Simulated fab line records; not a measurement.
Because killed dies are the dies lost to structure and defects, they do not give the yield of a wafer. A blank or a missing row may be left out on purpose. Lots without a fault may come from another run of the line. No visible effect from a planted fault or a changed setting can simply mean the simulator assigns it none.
Comparing a struck lot with a sound one / flow sky130 / 15 out of 708 route steps
Sound: the wafers L643.2, L643.3, L643.6. The struck wafers were L629.3, L629.4, L629.5. The cause is named last.
Order at every step that has rows: each side's tool, ch and its chambers, its first start. Under that, the readings that differ: sound wafers / struck wafers / difference of the means / sigmas: that difference in standard deviations of wafers without a fault.
alike: same words and numbers on both sides, and readings whose means sit less than 2 such deviations apart. not compared: any withheld reading, any reading some wafer has no value for, any bound like >300 that may hide the same value, and any number with overlapping values for which the record gives no deviation.
A row with sigmas, a row that says differs or no value, or rows on one side alone: a step with any of these is where the two part. Non-overlapping numbers with no deviation appear without sigmas and do not part them. A reading missing from all wafers of one side parts the sides only when that side holds two or more wafers.

first, 7 steps without rows for these wafers: SKY_METAL4_HMDS_06 (prime time 60 s); SKY_METAL4_COAT_07 (resist thk 60 nm); SKY_METAL4_COAT_08 (resist thk 1140 nm); SKY_METAL4_SOFTBAKE_09 (time 90 s); SKY_METAL4_EXPOSE_10 (exposes mask MM4, target cd 300 nm); SKY_METAL4_PEB_11; SKY_METAL4_DEVELOP_12 (develop time 60 s).
SKY_METAL4_CD_MEAS_13: the cd target is 300 nm.
  struck on cd sem-02, day 43 07:58; sound on cd sem-02, day 46 18:58
  alike: cd nm
SKY_METAL4_OVL_MEAS_14:
  struck on overlay-02, day 43 08:04; sound on overlay-01, day 46 19:04
  alike: METAL4_OVL
SKY_METAL4_DESCUM_15: chemistry O2, time 8 s.
  sound on rie metal-03 ch 0,1, day 46 19:05; struck on rie metal-03 ch 0,1, day 43 08:06
  alike: drypump motor current A, oes product au
  not compared: rf hours counter h
SKY_METAL4_ETCH_16: etches BARC in N2/H2, stops on SiO2, time 88.2 s, target depth 60 nm.
  sound on rie metal-03 ch 0,1, day 46 19:07; struck on rie metal-03 ch 0,1, day 43 08:09
  alike: bias w, drypump motor current A, oes product au, throttle valve pct
  not compared: rf hours counter h
SKY_METAL4_ETCH_17: etches SiO2 in C4F8/O2/Ar, stops on TiN, time 3.9 s, target depth 15 nm.
  sound on rie diel-02 ch 1,3, day 46 19:13; struck on rie diel-01 ch 0,2,3, day 43 08:13
  alike: bias w, oes product au
  not compared: rf hours counter h
SKY_METAL4_METAL_ETCH_18: etches the open film in Cl2/BCl3, stops on SiO2, target depth 845 nm, time 183.1 s.
  sound on rie metal-04 ch 0,1, day 46 19:14; struck on rie metal-01 ch 0,1, day 43 08:18
reading=bias w (W); sound=48.50 48.34 48.55; struck=45.26 45.25 45.34; difference=-3.18; sigmas=-21
reading=model.KrF-thick_of_METAL4_COAT_08.thk nm (nm); sound=526.4 520.5 509.5; struck=552.8 544.5 548.1; difference=+29.7; sigmas=
  alike: drypump motor current A, oes product au, throttle valve pct
  not compared: rf hours counter h
SKY_METAL4_STRIP_19: strips in O2/N2.
  sound on plasma asher-01 ch 1, day 46 19:25; struck on plasma asher-02 ch 0,1, day 43 08:27
reading=oes product au (a.u.); sound=0.500 0.495 0.489; struck=0.518 0.509 0.511; difference=+0.018; sigmas=+3
reading=strip time to endpoint s (s); sound=6.52 6.47 6.36; struck=6.77 6.71 6.75; difference=+0.29; sigmas=+3
  alike: drypump motor current A
  not compared: rf hours counter h
-- the record jumps here: 4 days lie between the struck wafers' starts before and after (it left off in module METAL4 and takes up again in module PAD_OPEN, whose first step shown is number 708 of the route) --
SKY_PAD_OPEN_PROBE_99:
  rows exist in the record for the struck wafers here (prober-02, day 47 03:29), but not for the sound ones

## WHERE THEY PART
At SKY_METAL4_METAL_ETCH_18 first; at SKY_PAD_OPEN_PROBE_99 last (within this record only).

WHY: the cause the simulator had injected
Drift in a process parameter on rie metal-01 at SKY_METAL4_METAL_ETCH_18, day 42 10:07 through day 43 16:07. A move of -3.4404 in setting bias w, from 48.5. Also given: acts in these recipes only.
